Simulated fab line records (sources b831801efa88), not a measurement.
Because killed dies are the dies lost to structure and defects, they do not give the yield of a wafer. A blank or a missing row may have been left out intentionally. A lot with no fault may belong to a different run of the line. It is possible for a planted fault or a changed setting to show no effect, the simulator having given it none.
Check of tool commonality / flow sky130 / 11 lots, 33 wafers sampled

== THE REASON FOR OPENING IT ==
2 of 11 lots carry a flag on the reading LDD_N_TW at SKY_LDD_N_TW_MEAS_17. Wafers without a fault read 2579, standard deviation 23.
Rule: flag the lot when none of its wafers has a number, or when each of its wafers that has one lies beyond 4 standard deviations from that mean. All remaining lots are regarded as sound.

lot=L902; measured=day 19 15:27; on=film_metro-03; LDD_N_TW, wafer by wafer=2596 2596 2596; flag=
lot=L904; measured=day 20 04:37; on=film_metro-02; LDD_N_TW, wafer by wafer=2557 2562 2554; flag=
lot=L906; measured=day 20 15:00; on=film_metro-04; LDD_N_TW, wafer by wafer=2598 2599 2599; flag=
lot=L907; measured=day 21 05:50; on=film_metro-02; LDD_N_TW, wafer by wafer=2564 2555 2566; flag=
lot=L908; measured=day 21 09:22; on=film_metro-02; LDD_N_TW, wafer by wafer=2566 2565 2558; flag=
lot=L909; measured=day 21 19:22; on=film_metro-03; LDD_N_TW, wafer by wafer=2585 2576 2586; flag=
lot=L913; measured=day 23 05:39; on=film_metro-02; LDD_N_TW, wafer by wafer=2547 2539 2535; flag=
lot=L914; measured=day 23 13:02; on=film_metro-04; LDD_N_TW, wafer by wafer=2609 2610 2608; flag=
lot=L915; measured=day 23 16:01; on=film_metro-03; LDD_N_TW, wafer by wafer=3055 3063 3079; flag=FLAGGED
lot=L916; measured=day 23 23:55; on=film_metro-02; LDD_N_TW, wafer by wafer=2988 3007 3005; flag=FLAGGED
lot=L922; measured=day 26 05:54; on=film_metro-03; LDD_N_TW, wafer by wafer=2572 2583 2575; flag=
The numbers of the flagged lots are 3033 on average: +454 against the usual, or +20 standard deviations.

== WHICH TOOL RAN EACH LOT ==
2 process steps preceding the reading are held in the record, out of 708 steps in the route. In each cell: the tool, then ch and the chambers that the sampled wafers went through, then the start.
lot=L902; flag=; SKY_LDD_N_IMPLANT_08=implanter-02 ch 0, day 19 14:09; SKY_LDD_N_STRIP_16=plasma_asher-01 ch 0,1, day 19 15:21
lot=L904; flag=; SKY_LDD_N_IMPLANT_08=implanter-03 ch 0, day 20 03:21; SKY_LDD_N_STRIP_16=plasma_asher-04 ch 0,1, day 20 04:32
lot=L906; flag=; SKY_LDD_N_IMPLANT_08=implanter-03 ch 0, day 20 13:42; SKY_LDD_N_STRIP_16=plasma_asher-02 ch 0,1, day 20 14:54
lot=L907; flag=; SKY_LDD_N_IMPLANT_08=implanter-04 ch 0, day 21 04:34; SKY_LDD_N_STRIP_16=plasma_asher-04 ch 0,1, day 21 05:44
lot=L908; flag=; SKY_LDD_N_IMPLANT_08=implanter-02 ch 0, day 21 08:04; SKY_LDD_N_STRIP_16=plasma_asher-04 ch 0,1, day 21 09:16
lot=L909; flag=; SKY_LDD_N_IMPLANT_08=implanter-03 ch 0, day 21 18:04; SKY_LDD_N_STRIP_16=plasma_asher-01 ch 0,1, day 21 19:16
lot=L913; flag=; SKY_LDD_N_IMPLANT_08=implanter-03 ch 0, day 23 04:21; SKY_LDD_N_STRIP_16=plasma_asher-02 ch 0,1, day 23 05:33
lot=L914; flag=; SKY_LDD_N_IMPLANT_08=implanter-02 ch 0, day 23 11:44; SKY_LDD_N_STRIP_16=plasma_asher-01 ch 0, day 23 12:56
lot=L915; flag=FLAGGED; SKY_LDD_N_IMPLANT_08=implanter-03 ch 0, day 23 14:44; SKY_LDD_N_STRIP_16=plasma_asher-04 ch 0,1, day 23 15:55
lot=L916; flag=FLAGGED; SKY_LDD_N_IMPLANT_08=implanter-03 ch 0, day 23 22:37; SKY_LDD_N_STRIP_16=plasma_asher-02 ch 0,1, day 23 23:49
lot=L922; flag=; SKY_LDD_N_IMPLANT_08=implanter-04 ch 0, day 26 04:36; SKY_LDD_N_STRIP_16=plasma_asher-01 ch 0,1, day 26 05:48
What the steps here do:
- SKY_LDD_N_IMPLANT_08
- SKY_LDD_N_STRIP_16: strips in O2/N2.
- SKY_LDD_N_TW_MEAS_17

== FLAGGED OVER TOTAL, TOOL BY TOOL (the gauges that took the reading come last) ==
step=SKY_LDD_N_IMPLANT_08; tool=implanter-02; lots run=3; flagged=0; share of the flagged lots=none; sound lots run after its first flagged lot=-
step=SKY_LDD_N_IMPLANT_08; tool=implanter-03; lots run=6; flagged=2; share of the flagged lots=all; sound lots run after its first flagged lot=0
step=SKY_LDD_N_IMPLANT_08; tool=implanter-04; lots run=2; flagged=0; share of the flagged lots=none; sound lots run after its first flagged lot=-
step=SKY_LDD_N_STRIP_16; tool=plasma_asher-01; lots run=4; flagged=0; share of the flagged lots=none; sound lots run after its first flagged lot=-
step=SKY_LDD_N_STRIP_16; tool=plasma_asher-02; lots run=3; flagged=1; share of the flagged lots=some; sound lots run after its first flagged lot=0
step=SKY_LDD_N_STRIP_16; tool=plasma_asher-04; lots run=4; flagged=1; share of the flagged lots=some; sound lots run after its first flagged lot=0
step=SKY_LDD_N_TW_MEAS_17; tool=film_metro-02; lots run=5; flagged=1; share of the flagged lots=some; sound lots run after its first flagged lot=0
step=SKY_LDD_N_TW_MEAS_17; tool=film_metro-03; lots run=4; flagged=1; share of the flagged lots=some; sound lots run after its first flagged lot=1 (L922)
step=SKY_LDD_N_TW_MEAS_17; tool=film_metro-04; lots run=2; flagged=0; share of the flagged lots=none; sound lots run after its first flagged lot=-

== WHAT THE TABLE PERMITS ==
1 row of the table ran every flagged lot: implanter-03 at SKY_LDD_N_IMPLANT_08.
- implanter-03 at SKY_LDD_N_IMPLANT_08: 2 of its 6 lots flagged. It ran its last sound lot, L913, at day 23 04:21 and its first flagged lot, L915, at day 23 14:44: a fault with its onset between the two fits. Its own readings lie more than 4 standard deviations out on every wafer of the flagged lots: beam_on_s, dose_ions_cm2, faraday_current_uA.
Left over: one tool, implanter-03 at SKY_LDD_N_IMPLANT_08.

== WHAT HAD BEEN PUT IN BY THE SIMULATOR ==
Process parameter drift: implanter-03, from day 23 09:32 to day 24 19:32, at SKY_LDD_N_IMPLANT_08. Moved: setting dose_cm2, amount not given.
Lots struck among those shown: L915, L916. Same finding as the rule above.
